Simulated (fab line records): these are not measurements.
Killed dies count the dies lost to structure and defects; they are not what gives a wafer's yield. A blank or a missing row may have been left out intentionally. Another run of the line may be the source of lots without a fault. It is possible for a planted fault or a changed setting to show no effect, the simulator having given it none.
fab line records | flow sky130
record lots=6 wafers=18 last-day=50
route steps=708 shown FIELD_ISO@1 PAD_OPEN@708
lots that met no fault: taken from a fault-free run of the same line
start-h: hours from the record's first day to the start of the lot's first wafer shown | wait-h: hours elapsed since this lot's preceding step | " same as the row above | L1.1+2: several wafers, shown together as one row | - either no value or no given start | * or withheld: withheld | < > ~ a bound
route shown NAME@n: names a module that has steps shown in the file, with the first one's number in the route | usual: mean/standard deviation taken from wafers without a fault | same: alike in all rows | chamber/n: place in a boat | sites: the reading at each site | _std_site: their standard deviation | _edge_site: outer sites' mean less inner sites' | radius-mm: how far each site lies from the wafer's centre | mask NAME#n: copy n | behind: the tool/chamber that last shaped the wafer | hold: why the lot was held/for how many hours/how that ended | device: transistor that didn't switch, given as n, p or np | end of line: tests run on the same wafers once the route is complete | a step without rows: its recipe alone | killed: dies lost to structure and defects at the first sort, not the wafer's yield | map: per-die view of a wafer (x killed, . not killed, _ where there is no die)
set.NAME: the setting as run; set.NAME@STEP: as run at that earlier step | model.NAME: the simulator's own value behind a step, which no gauge read
certain route steps with their lots: each step a table, each wafer a row
services: a tool's chamber out of use, with start hour (start-h, from the record's first day; less than 0 if before it), hours out, and reason
## steps
# step SKY_FIELD_ISO_BOW_MEAS_00
# recipe mode=bow
# usual INCOMING_BOW=0/6.1
# columns lot.wafer tool chamber start-h wait-h INCOMING_BOW[um]
L827.1 film-metro-01 - 15.00 - 9
L827.2 " - " " 14
L827.3 " - " " -4
L828.2 film-metro-04 - 20.02 - 1
L828.3 " - " " -1
L828.5 " - " " 13
L829.1 film-metro-01 - 25.00 - -2
L829.4 " - " " -5
L829.6 " - " " 3
L831.1 film-metro-03 - 35.00 - 2
L831.2 " - " " -12
L831.3 " - " " 3
L832.2 film-metro-04 - 40.02 - -7
L832.3 " - " " 12
L832.6 " - " " -5
L847.3 film-metro-01 - 115.04 - 7
L847.5 " - " " 6
L847.6 " - " " 12
# step SKY_FIELD_ISO_OXIDATION_01
# recipe temp-c=900 ambient=O2 stabilise-s=600 purge-s=300 target-thk-a=120 ox-time-s=1843
# usual ox-temp-c-max=904.2/0.97 spike-tc-top-C=907.1/1.5 zone-power-centre-pct=15.5/0.42
# columns lot.wafer tool chamber start-h wait-h ox-temp-c-max spike-tc-top-C zone-power-centre-pct
L827.1 furnace-02 0 17.71 2.7 902.4 906.5 15.2
L827.2 " 0 " " 903.1 908.4 15.0
L827.3 " 0 " " 903.8 908.4 15.3
L828.2 furnace-02 0 23.32 3.3 903.0 908.5 15.2
L828.3 " 0 " " 903.9 908.8 14.9
L828.5 " 0 " " 902.8 908.3 15.1
L829.1 furnace-01 0 26.50 1.5 905.3 904.9 15.7
L829.4 " 0 " " 905.6 904.5 15.8
L829.6 " 0 " " 905.7 905.5 15.9
L831.1 furnace-02 0 36.03 1.0 904.5 907.4 15.2
L831.2 " 0 " " 902.9 907.8 15.2
L831.3 " 0 " " 903.9 908.8 15.2
L831.1 furnace-01 0 37.88 0.3 905.7 904.9 16.1
L831.2 " 0 " " 905.6 904.6 15.8
L831.3 " 0 " " 905.6 906.9 16.1
L832.2 furnace-02 0 40.18 0.1 903.4 907.8 15.0
L832.3 " 0 " " 903.8 907.2 15.0
L832.6 " 0 " " 903.4 909.2 14.9
L832.2 furnace-01 0 42.64 0.9 905.5 905.7 15.9
L832.3 " 0 " " 905.6 906.2 15.9
L832.6 " 0 " " 904.6 906.1 16.0
L847.3 furnace-01 0 115.12 0.1 905.5 905.3 15.7
L847.5 " 0 " " 904.7 906.2 15.9
L847.6 " 0 " " 905.1 906.1 15.7
# step SKY_FIELD_ISO_THK_MEAS_02
# recipe reads=SiO2_of_FIELD_ISO_OXIDATION_01
# usual FIELD_ISO_OXIDATION_00_THK=12.00/0.22
# columns lot.wafer tool chamber start-h wait-h FIELD_ISO_OXIDATION_00_THK[nm]
L827.1 film-metro-04 - 19.22 0.0 11.97
L827.2 " - " " 11.92
L827.3 " - " " 12.11
L828.2 film-metro-03 - 24.84 0.0 11.99
L828.3 " - " " 11.88
L828.5 " - " " 11.85
L829.1 film-metro-04 - 28.01 0.0 12.22
L829.4 " - " " 12.16
L829.6 " - " " 11.75
L831.1 film-metro-01 - 39.40 0.0 18.89
L831.2 " - " " 18.88
L831.3 " - " " 18.75
L831.1 film-metro-01 - 39.62 0.2 18.87
L831.2 " - " " 18.91
L831.3 " - " " 18.75
L832.2 film-metro-04 - 44.16 0.0 19.07
L832.3 " - " " 19.06
L832.6 " - " " 19.28
L832.2 film-metro-04 - 44.46 0.3 19.11
L832.3 " - " " 18.93
L832.6 " - " " 19.22
L847.3 film-metro-03 - 116.65 0.0 12.24
L847.5 " - " " 12.15
L847.6 " - " " 12.11
# step SKY_FIELD_ISO_CVD_03
# recipe material=Si3N4 precursor=DCS/NH3 target-thk-nm=165 temp-c=770 time-s=2830 pressure-mtorr=250
# step SKY_FIELD_ISO_THK_MEAS_04
# recipe reads=Si3N4_of_FIELD_ISO_CVD_03
# usual FIELD_ISO_CVD_03_THK=165.5/1.3
# columns lot.wafer tool chamber start-h wait-h FIELD_ISO_CVD_03_THK[nm]
L827.1 film-metro-01 - 21.72 0.0 165.1
L827.2 " - " " 165.9
L827.3 " - " " 164.8
L828.2 film-metro-03 - 26.69 0.0 166.3
L828.3 " - " " 166.0
L828.5 " - " " 164.5
L829.1 film-metro-03 - 29.86 0.0 166.6
L829.4 " - " " 166.6
L829.6 " - " " 165.6
L831.1 film-metro-03 - 51.48 0.0 164.2
L831.2 " - " " 163.5
L831.3 " - " " 163.9
L832.2 film-metro-03 - 52.77 0.0 163.8
L832.3 " - " " 166.4
L832.6 " - " " 164.5
L847.3 film-metro-03 - 119.39 0.0 165.0
L847.5 " - " " 165.1
L847.6 " - " " 164.8
# step SKY_FIELD_ISO_DEHYDRATE_05
# recipe temp-c=200 time-s=60
# step SKY_FIELD_ISO_HMDS_06
# recipe prime-time-s=60 prime-temp-c=120
# step SKY_FIELD_ISO_COAT_07
# recipe resist=BARC temp-c=withheld time-s=withheld spin-rpm=3000 resist-thk-nm=60
# step SKY_FIELD_ISO_COAT_08
# recipe resist=KrF-thick spin-rpm=3000 resist-thk-nm=450
# step SKY_FIELD_ISO_SOFTBAKE_09
# recipe temp-c=100 time-s=94.25 resist=KrF-thick
# usual plate-sensor-t-centre-C=100.88/0.01 plate-sensor-t-edge-C=100.95/0.011 softbake-temp-c=99.98/0.14
# columns lot.wafer tool chamber start-h wait-h plate-sensor-t-centre-C plate-sensor-t-edge-C softbake-temp-c
L827.1 litho-track-01 0 - - 100.88 100.95 99.81
L827.2 " 0 " " 100.88 100.95 99.91
L827.3 " 0 " " 100.87 100.94 99.97
L828.2 litho-track-01 0 - - 100.88 100.97 99.93
L828.3 " 0 " " 100.89 100.97 100.13
L828.5 " 0 " " 100.89 100.95 99.93
L829.1 litho-track-04 0 - - 100.88 100.95 99.95
L829.4 " 0 " " 100.89 100.94 99.88
L829.6 " 0 " " 100.87 100.98 100.00
L831.1 litho-track-04 0 - - 100.88 100.95 100.07
L831.2 " 0 " " 100.89 100.95 100.01
L831.3 " 0 " " 100.88 100.96 100.14
L832.2 litho-track-01 0 - - 100.88 100.98 100.03
L832.3 " 0 " " 100.89 100.96 99.97
L832.6 " 0 " " 100.88 100.95 99.94
L847.3 litho-track-02 0 - - 100.88 100.97 99.78
L847.5 " 0 " " 100.88 100.94 99.97
L847.6 " 0 " " 100.90 100.96 99.97
# step SKY_FIELD_ISO_EXPOSE_10
# recipe mask-id=FOM na=0.68 source-shape=annular sigma-inner=0.4 sigma-outer=0.8 target-cd-nm=150 dose-mj=28
# step SKY_FIELD_ISO_PEB_11
# recipe peb-temp-c=withheld peb-time-s=withheld resist=KrF-thick
# step SKY_FIELD_ISO_DEVELOP_12
# recipe develop-time-s=60 resist=KrF-thick dev-temp-c=21
# step SKY_FIELD_ISO_CD_MEAS_13
# recipe target-cd-nm=150
# usual cd-nm=149.8/1.8
# columns lot.wafer tool chamber start-h wait-h cd-nm
L827.1 cd-sem-02 - 36.68 - 150.5
L827.2 " - " " 150.7
L827.3 " - " " 148.8
L828.2 cd-sem-02 - 41.20 - 150.5
L828.3 " - " " 150.6
L828.5 " - " " 149.6
L829.1 cd-sem-01 - 44.50 - 147.7
L829.4 " - " " 148.6
L829.6 " - " " 147.2
L831.1 cd-sem-02 - 55.95 - 151.0
L831.2 " - " " 152.5
L831.3 " - " " 152.5
L832.2 cd-sem-02 - 59.85 - 149.4
L832.3 " - " " 149.8
L832.6 " - " " 148.3
L847.3 cd-sem-02 - 139.04 - 150.9
L847.5 " - " " 150.9
L847.6 " - " " 151.0
# step SKY_FIELD_ISO_ETCH_14
# recipe chemistry=N2/H2 target=BARC ion-energy-ev=200 source-w=500 bias-w=100 pressure-mtorr=30 n2-flow-sccm=100 h2-flow-sccm=200 stop-on=SiO2 time-s=44.48 target-depth-a=600
# usual bias-w=99.98/0.29 drypump-motor-current-A=5.5/0.36 oes-product-au=0.869/0.0042 throttle-valve-pct=13.224/0.0082
# columns lot.wafer tool chamber start-h wait-h bias-w drypump-motor-current-A oes-product-au rf-hours-counter-h throttle-valve-pct
L827.1 rie-diel-01 2 36.80 0.1 99.79 5.1 0.866 10 13.237
L827.2 " 3 " " 100.06 5.3 0.867 17 13.212
L827.3 " 1 " " 99.85 6.1 0.864 60 13.231
L828.2 rie-diel-03 0 41.30 0.1 100.79 5.6 0.864 72 13.216
L828.3 " 1 " " 99.75 5.2 0.862 76 13.236
L828.5 " 1 " " 99.58 5.2 0.866 - 13.217
L829.1 rie-diel-04 1 44.62 0.1 99.86 6.3 0.862 44 13.229
L829.4 " 2 " " 100.33 5.5 0.872 165 13.217
L829.6 " 2 " " 100.55 5.5 0.866 - 13.229
L831.1 rie-diel-03 0 56.07 0.1 99.61 5.6 0.863 72 13.228
L831.2 " 2 " " 100.20 5.8 0.867 75 13.223
L831.3 " 3 " " 99.82 5.6 0.873 5 13.217
L832.2 rie-diel-03 1 59.95 0.1 100.05 5.2 0.872 76 13.222
L832.3 " 3 " " 99.87 5.6 0.866 5 13.229
L832.6 " 0 " " 100.11 5.6 0.872 - 13.228
L847.3 rie-diel-04 2 139.12 0.1 100.05 5.5 0.867 1 13.228
L847.5 " 2 " " 99.75 5.5 0.877 - 13.227
L847.6 " 1 " " 99.89 6.2 0.875 - 13.232
# step SKY_FIELD_ISO_ETCH_15
# recipe chemistry=CHF3/O2 target-depth-nm=180 stop-on=Si source-w=600 bias-w=200 pressure-mtorr=40 chf3-flow-sccm=50 O2_flow_sccm=5 time-s=72
# usual bias-w=200.0/0.57 drypump-motor-current-A=5.5/0.36 oes-product-au=0.948/0.0065 throttle-valve-pct=8.846/0.0093
# columns lot.wafer tool chamber start-h wait-h bias-w drypump-motor-current-A oes-product-au rf-hours-counter-h throttle-valve-pct
L827.1 rie-diel-01 2 36.84 0.0 199.5 5.1 0.943 10 8.835
L827.2 " 3 " " 199.7 5.3 0.952 17 8.833
L827.3 " 1 " " 199.5 6.1 0.948 60 8.851
L828.2 rie-diel-03 0 41.34 0.0 200.2 5.6 0.947 72 8.841
L828.3 " 1 " " 200.5 5.2 0.948 76 8.856
L828.5 " 1 " " 200.4 5.2 0.948 - 8.845
L829.1 rie-diel-04 1 44.66 0.0 199.2 6.3 0.952 44 8.848
L829.4 " 2 " " 201.5 5.5 0.949 165 8.855
L829.6 " 2 " " 200.4 5.5 0.956 - 8.843
L831.1 rie-diel-03 0 56.11 0.0 200.2 5.7 0.944 72 8.842
L831.2 " 2 " " 200.1 5.8 0.941 75 8.834
L831.3 " 3 " " 200.7 5.5 0.950 5 8.846
L832.2 rie-diel-03 1 59.99 0.0 200.1 5.1 0.942 76 8.848
L832.3 " 3 " " 199.2 5.6 0.955 5 8.851
L832.6 " 0 " " 201.7 5.7 0.943 - 8.827
L847.3 rie-diel-04 2 139.16 0.0 200.2 5.5 0.950 1 8.854
L847.5 " 2 " " 200.3 5.5 0.949 - 8.845
L847.6 " 1 " " 199.6 6.2 0.950 - 8.836
# step SKY_FIELD_ISO_STRIP_16
# recipe chemistry=O2/N2 power-w=1400 pressure-mtorr=1500 platen-temp-c=withheld o2-flow-sccm=3000 n2-flow-sccm=300 overash-fraction=0.5
# step SKY_FIELD_ISO_ETCH_17
# recipe target-depth-a=3420 mask-material=Si3N4 chemistry=HBr/Cl2/O2 target=Si taper-deg=5 icp-w=600 bias-w=150 pressure-mtorr=15 HBr_flow_sccm=150 Cl2_flow_sccm=40 O2_flow_sccm=6 time-s=97.7
# usual bias-w=150.0/0.42 drypump-motor-current-A=6.0/0.49 oes-product-au=1.000/0.008 throttle-valve-pct=25.655/0.011
# columns lot.wafer tool chamber start-h wait-h bias-w drypump-motor-current-A oes-product-au rf-hours-counter-h throttle-valve-pct
L827.1 rie-si-02 2 37.00 0.1 150.0 6.2 1.017 3 25.643
L827.2 " 0 " " 149.3 5.5 0.994 7 25.671
L827.3 " 1 " " 150.4 5.8 0.999 1 25.643
L828.2 rie-si-02 0 41.50 0.1 150.6 5.4 1.009 7 25.648
L828.3 " 1 " " 150.0 5.8 1.005 1 25.657
L828.5 " 0 " " 149.9 5.4 0.998 - 25.660
L829.1 rie-si-01 0 44.82 0.1 150.6 6.4 1.006 138 25.651
L829.4 " 3 " " 149.5 5.2 0.999 - 25.662
L829.6 " 1 " " 149.9 6.6 1.009 - 25.663
L831.1 rie-si-01 1 56.27 0.1 150.1 6.6 0.997 109 25.655
L831.2 " 3 " " 149.9 5.2 0.991 143 25.666
L831.3 " 0 " " 150.1 6.4 1.008 138 25.658
L832.2 rie-si-02 2 60.15 0.1 150.6 6.2 0.999 3 25.647
L832.3 " 0 " " 150.6 5.5 0.996 7 25.661
L832.6 " 2 " " 150.4 6.3 0.998 - 25.641
L847.3 rie-si-02 3 139.32 0.0 151.0 6.5 0.996 40 25.653
L847.5 " 1 " " 149.4 5.8 0.997 - 25.674
L847.6 " 2 " " 149.8 6.2 1.016 - 25.651
# step SKY_FIELD_ISO_WET_ETCH_18
# recipe chemistry=H3PO4 target-depth-nm=25 temp-c=160 target=Si3N4 time-s=286
# step SKY_FIELD_ISO_CLEAN_19
# recipe chemistry=SC1/SC2 mix=1:4:20 temp-c=70 time-s=150
# step SKY_FIELD_ISO_CLEAN_20
# recipe chemistry=dHF time-s=20 dilution=100:1
# step SKY_FIELD_ISO_WET_ETCH_21
# recipe chemistry=dHF dilution=100:1 target-depth-nm=20 dry=ipa-marangoni target=SiO2 temp-c=25 time-s=400
# step SKY_FIELD_ISO_OXIDATION_22
# recipe temp-c=950 ambient=O2 stabilise-s=600 purge-s=300 target-thk-a=100 ox-time-s=623
# step SKY_FIELD_ISO_THK_MEAS_23
# recipe reads=SiO2_of_FIELD_ISO_OXIDATION_22
# usual FIELD_ISO_OXIDATION_01_THK=9.96/0.25
# columns lot.wafer tool chamber start-h wait-h FIELD_ISO_OXIDATION_01_THK[nm]
L827.1 film-metro-01 - 39.06 0.0 9.93
L827.2 " - " " 10.01
L827.3 " - " " 10.13
L828.2 film-metro-01 - 44.27 0.0 9.52
L828.3 " - " " 9.49
L828.5 " - " " 9.68
L829.1 film-metro-01 - 47.13 0.0 9.99
L829.4 " - " " 10.08
L829.6 " - " " 10.00
L831.1 film-metro-01 - 58.32 0.0 9.69
L831.2 " - " " 9.58
L831.3 " - " " 9.93
L832.2 film-metro-04 - 62.59 0.0 9.91
L832.3 " - " " 10.01
L832.6 " - " " 10.09
L847.3 film-metro-03 - 141.91 0.0 10.10
L847.5 " - " " 9.80
L847.6 " - " " 10.09
# step SKY_FIELD_ISO_CVD_24
# recipe material=SiO2 target-thk-nm=595 temp-c=650 sigma-open-frac=0.3 time-s=99.2 sih4-flow-sccm=60 pressure-mtorr=6
# step SKY_FIELD_ISO_THK_MEAS_25
# recipe reads=SiO2_of_FIELD_ISO_CVD_24
# usual FIELD_ISO_CVD_24_THK=594/5.9
# columns lot.wafer tool chamber start-h wait-h FIELD_ISO_CVD_24_THK[nm]
L827.1 film-metro-01 - 39.19 0.0 586
L827.2 " - " " 600
L827.3 " - " " 593
L828.2 film-metro-04 - 44.40 0.0 612
L828.3 " - " " 605
L828.5 " - " " 603
L829.1 film-metro-04 - 47.26 0.0 592
L829.4 " - " " 585
L829.6 " - " " 588
L831.1 film-metro-04 - 58.45 0.0 594
L831.2 " - " " 598
L831.3 " - " " 584
L832.2 film-metro-01 - 62.72 0.0 592
L832.3 " - " " 588
L832.6 " - " " 585
L847.3 film-metro-04 - 142.04 0.1 601
L847.5 " - " " 589
L847.6 " - " " 604
# step SKY_FIELD_ISO_ANNEAL_26
# recipe temp-c=1000 time-s=1800 ambient=N2
# step SKY_FIELD_ISO_CMP_27
# recipe stop-on=Si3N4 t-overpolish-s=16 down-force-psi=4 platen-rpm=60 target-thk-nm=457.8 pad-velocity-m-s=0.94248
# usual motor-current-A=12.8/1.1 overpolish-run-s=16.000/0.0093 time-to-endpoint-s=114/3.7
# columns lot.wafer tool chamber start-h wait-h motor-current-A overpolish-run-s time-to-endpoint-s
L827.2 cmp-01 3 40.80 0.1 12.9 16.012 114
L827.1 " 0 " " 13.1 15.991 109
L827.3 " 1 " " 14.6 16.005 110
L828.2 cmp-02 1 46.00 0.1 11.0 16.000 124
L828.3 " 3 " " 13.9 16.009 113
L828.5 " 1 " " 11.6 16.010 123
L829.4 cmp-01 3 49.97 0.1 12.5 16.001 118
L829.1 " 0 " " 12.7 16.002 113
L829.6 " 2 " " 13.1 16.001 112
L831.2 cmp-02 2 61.21 0.0 11.3 16.021 117
L831.3 " 0 " " 12.8 15.999 111
L831.1 " 1 " " 11.6 15.980 118
L832.2 cmp-01 0 64.32 0.1 13.4 16.002 117
L832.3 " 1 " " 14.9 15.984 118
L832.6 " 3 " " 13.2 15.996 116
L847.3 cmp-01 0 144.50 0.1 13.2 16.000 117
L847.5 " 1 " " 14.0 15.999 117
L847.6 " 2 " " 12.9 16.016 119
# step SKY_FIELD_ISO_WET_ETCH_28
# recipe chemistry=dHF target-depth-nm=23.7 target=SiO2 dilution=10:1 temp-c=25 time-s=47
# step SKY_FIELD_ISO_WET_ETCH_29
# recipe chemistry=H3PO4 target-depth-nm=160 target=Si3N4 temp-c=160 time-s=1825
# columns lot.wafer tool chamber start-h wait-h model.SiO2_of_FIELD_ISO_OXIDATION_01.thk-nm
L827.1 wet-bench-03 1 41.07 0.0 11.61
L827.2 " 1 " " 11.62
L827.3 " 1 " " 11.79
L828.2 wet-bench-01 0 46.27 0.0 11.64
L828.3+5 " 0 " " 11.58
L829.1 wet-bench-04 0 50.24 0.0 11.9
L829.4 " 0 " " 11.83
L829.6 " 0 " " 11.47
L831.1 wet-bench-03 3 61.53 0.0 18.58
L831.2 " 3 " " 18.57
L831.3 " 3 " " 18.43
L832.2 wet-bench-03 2 64.59 0.0 18.81
L832.3 " 2 " " 18.68
L832.6 " 2 " " 18.95
L847.3 wet-bench-03 2 144.67 0.0 11.88
L847.5 " 2 " " 11.86
L847.6 " 2 " " 11.83
# step SKY_FIELD_ISO_WET_ETCH_30
# recipe chemistry=dHF target-depth-nm=25 target=SiO2 dilution=10:1 temp-c=25 time-s=50
# step SKY_PAD_OPEN_PROBE_99
# usual killed_at_M0_to_M3=42/6.3 killed_at_M4_up=2.8/1.9 killed-at-contacts=23/5.3 killed-at-front-end=16/4.3 killed-at-other=0.2/0.51 killed-dies=84/9.3 killed-open=46/7.6 killed-short=38/6.3
# same gross-dies=492 killed-at-back-side=0
# columns lot.wafer tool chamber start-h wait-h killed_at_M0_to_M3 killed_at_M4_up killed-at-contacts killed-at-front-end killed-at-other killed-dies killed-open killed-short model.etest.field-n.vt-v model.etest.sram-nfet-pass.off-log10-a-um model.etest.diode-ndiff-fingers.leak-log10-a-cm2 model.etest.diode-pdiff-fingers.leak-log10-a-cm2 model.etest.sram-nfet-pass.vt-sat-v model.etest.sram-nfet-pass.vt-v
L827.1 prober-01 - 1088.82 0.1 37 2 29 18 0 86 50 36 36.28 -12.59 -6.69 -6.237 0.5734 0.6756
L827.2 prober-01 - 1088.87 0.1 38 5 17 23 0 83 52 31 36.04 -12.76 -6.569 -6.686 0.584 0.688
L827.3 prober-01 - 1088.92 0.2 52 7 17 15 1 92 51 41 36.24 -12.36 -6.816 -6.6 0.5419 0.645
L828.2 prober-02 - 1094.23 0.1 45 1 24 11 0 81 50 31 36.26 -12.63 -6.914 -6.609 0.5669 0.6653
L828.3 prober-02 - 1094.28 0.2 40 3 18 10 0 71 39 32 36.13 -12.71 -6.739 -6.756 0.576 0.676
L828.5 prober-02 - 1094.38 0.2 43 3 25 8 0 79 43 36 36.01 -12.84 -6.689 -6.644 0.5852 0.6817
L829.1 prober-01 - 1099.50 0.1 42 0 19 12 0 73 40 33 36.6 -12.89 -6.563 -6.735 0.5897 0.6918
L829.4 prober-01 - 1099.65 0.2 49 2 20 12 0 83 47 36 35.9 -12.61 -6.723 -6.554 0.5734 0.6726
L829.6 prober-01 - 1099.75 0.2 53 5 23 18 0 99 44 55 36.06 -12.63 -6.587 -6.633 0.5668 0.6711
L831.1 prober-02 - 1117.23 0.1 48 5 17 17 0 87 45 42 36.39 -12.98 -7.247 -6.878 0.5933 0.6893
L831.2 prober-02 - 1117.28 0.1 43 2 21 15 0 81 48 33 36.06 -13.05 -6.932 -6.746 0.6042 0.7078
L831.3 prober-02 - 1117.33 0.2 42 0 16 15 0 73 36 37 36.67 -12.85 -7.049 -6.824 0.5927 0.691
L832.2 prober-01 - 1118.41 0.1 39 3 23 11 0 76 39 37 36.26 -13.15 -7.038 -6.865 0.5999 0.7024
L832.3 prober-01 - 1118.46 0.2 47 4 14 17 0 82 37 45 36.44 -13.09 -6.709 -7.143 0.6173 0.7199
L832.6 prober-01 - 1118.61 0.2 37 0 17 9 0 63 36 27 36.54 -13.27 -6.89 -6.993 0.6147 0.7218
L847.3 prober-01 - 1196.59 0.2 51 2 17 23 0 93 52 41 36.05 -12.96 -6.899 -6.524 0.5864 0.6859
L847.5 prober-01 - 1196.69 0.2 36 0 35 28 0 99 55 44 35.86 -12.85 -6.61 -6.599 0.5799 0.6846
L847.6 prober-01 - 1196.74 0.2 55 2 25 22 0 104 58 46 36.41 -12.89 -6.689 -6.706 0.5897 0.6888
# killed by level:class
L827.1 CONTACT:geometric-particle:open=10 METAL2:geometric-particle:short=9 LI_CONTACT:geometric-particle:open=8 VIA1:geometric-particle:open=7 FIELD_ISO:geometric-particle:short=6 CONTACT:geometric-particle:short=6 FIELD_ISO:geometric-particle:open=4 POLY_GATE:geometric-particle:open=4
L827.2 CONTACT:geometric-particle:open=8 FIELD_ISO:geometric-particle:open=7 METAL1:geometric-particle:short=7 VIA3:geometric-particle:open=6 VIA1:geometric-particle:open=6 POLY_GATE:geometric-particle:open=5 VIA1:geometric-particle:short=5 LI_CONTACT:geometric-particle:open=4
L827.3 VIA1:geometric-particle:open=14 CONTACT:geometric-particle:open=9 METAL2:geometric-particle:short=7 VIA3:geometric-particle:open=7 METAL4:geometric-particle:short=7 VIA2:geometric-particle:open=6 VIA3:geometric-particle:short=5 FIELD_ISO:geometric-particle:open=4
L828.2 CONTACT:geometric-particle:open=11 VIA2:geometric-particle:open=10 VIA1:geometric-particle:open=9 VIA3:geometric-particle:open=8 METAL1:geometric-particle:short=7 VIA1:geometric-particle:short=6 LI_CONTACT:geometric-particle:open=5 FIELD_ISO:geometric-particle:open=3
L828.3 VIA3:geometric-particle:open=9 LI_CONTACT:geometric-particle:open=7 VIA1:geometric-particle:open=7 VIA2:geometric-particle:open=7 CONTACT:geometric-particle:open=5 METAL1:geometric-particle:short=4 VIA3:geometric-particle:short=4 FIELD_ISO:geometric-particle:short=3
L828.5 CONTACT:geometric-particle:open=12 VIA1:geometric-particle:open=7 VIA2:geometric-particle:open=6 METAL2:geometric-particle:short=6 METAL1:geometric-particle:short=5 VIA3:geometric-particle:open=5 METAL3:geometric-particle:short=4 LI_CONTACT:geometric-particle:open=4
L829.1 CONTACT:geometric-particle:open=8 METAL1:geometric-particle:short=8 VIA1:geometric-particle:open=6 VIA2:geometric-particle:open=5 LOCAL_INTERCONNECT:geometric-particle:open=5 METAL2:geometric-particle:short=5 FIELD_ISO:geometric-particle:open=4 VIA1:geometric-particle:short=4
L829.4 VIA1:geometric-particle:open=15 METAL1:geometric-particle:short=8 LI_CONTACT:geometric-particle:open=7 CONTACT:geometric-particle:open=5 POLY_GATE:geometric-particle:open=4 METAL3:geometric-particle:short=4 METAL2:geometric-particle:open=4 VIA2:geometric-particle:open=4
L829.6 CONTACT:geometric-particle:open=10 VIA1:geometric-particle:open=10 METAL1:geometric-particle:short=8 VIA1:geometric-particle:short=8 VIA3:geometric-particle:short=7 METAL2:geometric-particle:short=6 POLY_GATE:geometric-particle:short=5 LOCAL_INTERCONNECT:geometric-particle:short=5
L831.1 VIA3:geometric-particle:open=10 CONTACT:geometric-particle:open=8 VIA1:geometric-particle:open=8 METAL1:geometric-particle:short=8 VIA2:geometric-particle:open=6 METAL2:geometric-particle:short=5 METAL4:geometric-particle:short=5 FIELD_ISO:geometric-particle:short=4
L831.2 VIA1:geometric-particle:open=11 LI_CONTACT:geometric-particle:open=8 CONTACT:geometric-particle:open=7 FIELD_ISO:geometric-particle:open=5 METAL1:geometric-particle:short=5 VIA1:geometric-particle:short=4 METAL2:geometric-particle:short=4 VIA2:geometric-particle:short=4
L831.3 VIA1:geometric-particle:open=11 METAL1:geometric-particle:short=7 METAL2:geometric-particle:short=5 VIA2:geometric-particle:open=5 POLY_GATE:geometric-particle:open=4 LI_CONTACT:geometric-particle:short=4 LI_CONTACT:geometric-particle:open=4 LOCAL_INTERCONNECT:geometric-particle:short=4
L832.2 VIA1:geometric-particle:open=10 CONTACT:geometric-particle:open=8 METAL1:geometric-particle:short=7 VIA2:geometric-particle:open=6 POLY_GATE:geometric-particle:short=5 LOCAL_INTERCONNECT:geometric-particle:short=5 VIA3:geometric-particle:open=5 CONTACT:geometric-particle:short=4
L832.3 METAL2:geometric-particle:short=11 VIA1:geometric-particle:open=10 METAL1:geometric-particle:short=7 VIA2:geometric-particle:open=7 FIELD_ISO:geometric-particle:open=6 CONTACT:geometric-particle:open=5 FIELD_ISO:geometric-particle:short=4 LOCAL_INTERCONNECT:geometric-particle:short=4
L832.6 VIA1:geometric-particle:open=8 CONTACT:geometric-particle:open=6 METAL1:geometric-particle:short=5 LI_CONTACT:geometric-particle:open=4 LOCAL_INTERCONNECT:geometric-particle:short=4 VIA1:geometric-particle:short=4 VIA2:geometric-particle:open=4 POLY_GATE:geometric-particle:open=3
L847.3 VIA1:geometric-particle:open=15 CONTACT:geometric-particle:open=9 VIA2:geometric-particle:open=8 FIELD_ISO:geometric-particle:short=6 FIELD_ISO:geometric-particle:open=6 METAL1:geometric-particle:short=6 VIA1:geometric-particle:short=6 VIA3:geometric-particle:open=6
L847.5 CONTACT:geometric-particle:open=23 FIELD_ISO:geometric-particle:short=12 VIA1:geometric-particle:open=7 METAL1:geometric-particle:short=6 VIA1:geometric-particle:short=6 POLY_GATE:geometric-particle:open=5 LI_CONTACT:geometric-particle:open=5 POLY_GATE:geometric-particle:short=4
L847.6 VIA1:geometric-particle:open=14 POLY_GATE:geometric-particle:open=8 CONTACT:geometric-particle:open=8 VIA1:geometric-particle:short=8 LI_CONTACT:geometric-particle:open=7 CONTACT:geometric-particle:short=7 VIA2:geometric-particle:open=7 METAL1:geometric-particle:short=5
## services
# columns tool chamber start-h hours kind
rie-diel-01 2 -6.07 5.7 repair
furnace-02 - 0.21 3.4 pm
cmp-02 - 0.72 1.8 repair
furnace-02 - 3.61 2.6 pm
rie-si-01 2 9.81 55.7 repair
furnace-01 - 18.04 4.5 pm
rie-diel-04 - 58.11 0.6 repair
rie-diel-03 1 64.11 7.7 repair
cmp-02 - 64.14 4.0 pm
rie-si-02 3 67.00 0.9 repair
cmp-02 - 68.14 - consumable-replace:conditioner
cmp-02 - 68.14 - consumable-replace:pad
rie-diel-01 0 69.39 - clean
rie-diel-01 0 69.39 23.8 scheduled-down
rie-diel-01 0 69.39 23.8 vent-cycle
rie-diel-04 1 78.34 6.6 repair
rie-diel-04 2 88.22 - clean
rie-diel-04 2 88.22 22.0 scheduled-down
rie-diel-04 2 88.22 22.0 vent-cycle
rie-diel-04 - 91.41 0.3 repair
rie-diel-03 - 108.86 2.8 pm
cmp-01 - 118.27 0.8 repair
rie-si-02 - 140.42 2.1 repair
rie-diel-03 - 144.53 0.1 repair
## key
first-sign step=SKY_FIELD_ISO_OXIDATION_01 reading=visit direction=added
effect step=SKY_FIELD_ISO_THK_MEAS_02 reading=visit direction=added
effect step=SKY_FIELD_ISO_THK_MEAS_02 reading=FIELD_ISO_OXIDATION_00_THK direction=up sigmas=32 usual=12.00 struck=18.99
model-effect step=SKY_FIELD_ISO_WET_ETCH_29 value=SiO2_of_FIELD_ISO_OXIDATION_01.thk-nm without=11.36 struck=18.67
model-effect step=SKY_PAD_OPEN_PROBE_99 value=etest.field-n.vt-v without=35.76 struck=36.39
met-at SKY_FIELD_ISO_OXIDATION_01
struck-wafers L831.1,L831.2,L831.3,L832.2,L832.3,L832.6
tester-left-out L831,L832
fault kind=repeated-step-whole tool=furnace-01,furnace-02 chamber=- onset-h=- steps=SKY_FIELD_ISO_OXIDATION_01 times=1 scope=struck-lots-only
# tester-left-out: of these lots the tester's yield and bins aren't shown, on N5 and GAA mostly nor the transistor test; their killed dies are dies lost to structure and defects alone, not to doping, threshold or leakage, so they don't give the yield
